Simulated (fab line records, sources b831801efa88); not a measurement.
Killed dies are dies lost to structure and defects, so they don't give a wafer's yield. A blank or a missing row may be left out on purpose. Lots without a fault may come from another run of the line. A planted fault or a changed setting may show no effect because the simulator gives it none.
Which tool did it? | flow sky130 | 15 lots, 45 wafers sampled, at 2 steps of a route of 708

WHAT THE GAUGES READ, wafer by wafer
SKY_LDD_P_CD_MEAS_07: target cd 380 nm. Usual: cd_nm 380.2 nm, standard deviation 2.8.
lot  | measured     | on        | cd_nm (nm)        | flag
L872 | day 18 12:22 | cd_sem-02 | 379.6 380.5 379.1 |
L873 | day 18 23:15 | cd_sem-02 | 380.3 382.7 380.6 |
L874 | day 18 22:11 | cd_sem-01 | 380.9 380.2 377.5 |
L876 | day 20 05:45 | cd_sem-01 | 385.0 385.5 385.0 |
L878 | day 20 23:54 | cd_sem-02 | 379.9 380.4 382.6 |
L879 | day 21 12:48 | cd_sem-02 | 382.3 382.0 381.6 |
L880 | day 21 13:07 | cd_sem-01 | 384.2 381.4 380.5 |
L881 | day 22 03:47 | cd_sem-02 | 377.6 376.8 375.1 |
L887 | day 24 12:12 | cd_sem-02 | 383.5 382.1 383.5 |
L888 | day 25 15:31 | cd_sem-02 | 376.1 375.8 375.9 |
L889 | day 25 16:47 | cd_sem-01 | 377.2 375.7 377.9 |
L893 | day 26 23:50 | cd_sem-02 | 374.5 377.3 377.2 |
L892 | day 27 01:22 | cd_sem-02 | 376.6 379.1 378.8 |
L894 | day 27 02:04 | cd_sem-02 | 383.2 384.5 381.8 |
L895 | day 28 23:52 | cd_sem-01 | 383.7 383.7 381.5 |

WHICH TOOL RAN EACH LOT (tool, then ch and the chambers of the sampled wafers, then the start)
lot  | SKY_RES_PROTECT_STRIP_07
L872 | plasma_asher-04 ch 0,1, day 14 17:53
L873 | plasma_asher-04 ch 0,1, day 15 02:46
L874 | plasma_asher-04 ch 0,1, day 15 03:42
L876 | plasma_asher-04 ch 0,1, day 16 07:52
L878 | plasma_asher-02 ch 0,1, day 16 22:53
L879 | plasma_asher-04 ch 0,1, day 17 08:37
L880 | plasma_asher-02 ch 0,1, day 17 11:29
L881 | plasma_asher-04 ch 0,1, day 18 02:28
L887 | plasma_asher-04 ch 0,1, day 20 09:58
L888 | plasma_asher-04 ch 0,1, day 21 17:01
L889 | plasma_asher-02 ch 0,1, day 21 17:37
L893 | plasma_asher-02 ch 0,1, day 22 21:49
L892 | plasma_asher-02 ch 0,1, day 23 02:14
L894 | plasma_asher-01 ch 0,1, day 23 04:54
L895 | plasma_asher-04 ch 0,1, day 25 04:47
- SKY_RES_PROTECT_STRIP_07: strips in O2/N2.

WHAT THE TOOLS THEMSELVES READ (means of the sampled wafers that have a number; where no wafer has one, the mark that the record gives instead)
SKY_RES_PROTECT_STRIP_07. Usual: chamber_pressure_mTorr 1499.9 mTorr, standard deviation 1.3; drypump_motor_current_A 5.6 A, standard deviation 0.34; oes_product_au 0.518 a.u., standard deviation 0.0046; strip_time_to_endpoint_s 23.32 s, standard deviation 0.042.
lot  | tool            | chamber_pressure_mTorr (mTorr) | drypump_motor_current_A (A) | oes_product_au (a.u.) | strip_time_to_endpoint_s (s) | flag
L872 | plasma_asher-04 | 1500.7                         | 5.4                         | 0.521                 | 23.35                        |
L873 | plasma_asher-04 | 1499.3                         | 5.3                         | 0.517                 | 23.31                        |
L874 | plasma_asher-04 | 1499.9                         | 5.3                         | 0.519                 | 23.30                        |
L876 | plasma_asher-04 | 1500.0                         | 5.3                         | 0.521                 | 23.23                        |
L878 | plasma_asher-02 | 1499.7                         | 5.9                         | 0.517                 | 23.34                        |
L879 | plasma_asher-04 | 1501.2                         | 5.3                         | 0.518                 | 23.27                        |
L880 | plasma_asher-02 | 1500.7                         | 5.9                         | 0.515                 | 23.30                        |
L881 | plasma_asher-04 | 1499.5                         | 5.3                         | 0.518                 | 23.28                        |
L887 | plasma_asher-04 | 1500.8                         | 5.3                         | 0.517                 | 23.33                        |
L888 | plasma_asher-04 | 1499.5                         | 5.3                         | 0.520                 | 23.29                        |
L889 | plasma_asher-02 | 1498.5                         | 5.9                         | 0.516                 | 23.33                        |
L893 | plasma_asher-02 | 1498.8                         | 5.8                         | 0.520                 | 23.36                        |
L892 | plasma_asher-02 | 1501.3                         | 5.8                         | 0.519                 | 23.34                        |
L894 | plasma_asher-01 | 1500.4                         | 6.0                         | 0.515                 | 23.34                        |
L895 | plasma_asher-04 | 1499.8                         | 5.3                         | 0.519                 | 23.33                        |

THE ANSWER, worked out from the rows above alone
Rule: a lot is off if the mean of its wafers that have a number lies more than 3 standard deviations from the usual mean. A lot without any number at a reading at which 4 lots or more have one is off too. The other lots that the step has rows for count as sound. The gauges are gone through in route order, then the tools' own readings, and for those a lot's mean is taken as printed above. The first step at which some lot is off is used, and at that step the reading that is off furthest; a lot without a number counts as furthest.
No lot is off at any reading shown: from this, nothing can be told.

WHAT THE SIMULATOR HAD PUT IN
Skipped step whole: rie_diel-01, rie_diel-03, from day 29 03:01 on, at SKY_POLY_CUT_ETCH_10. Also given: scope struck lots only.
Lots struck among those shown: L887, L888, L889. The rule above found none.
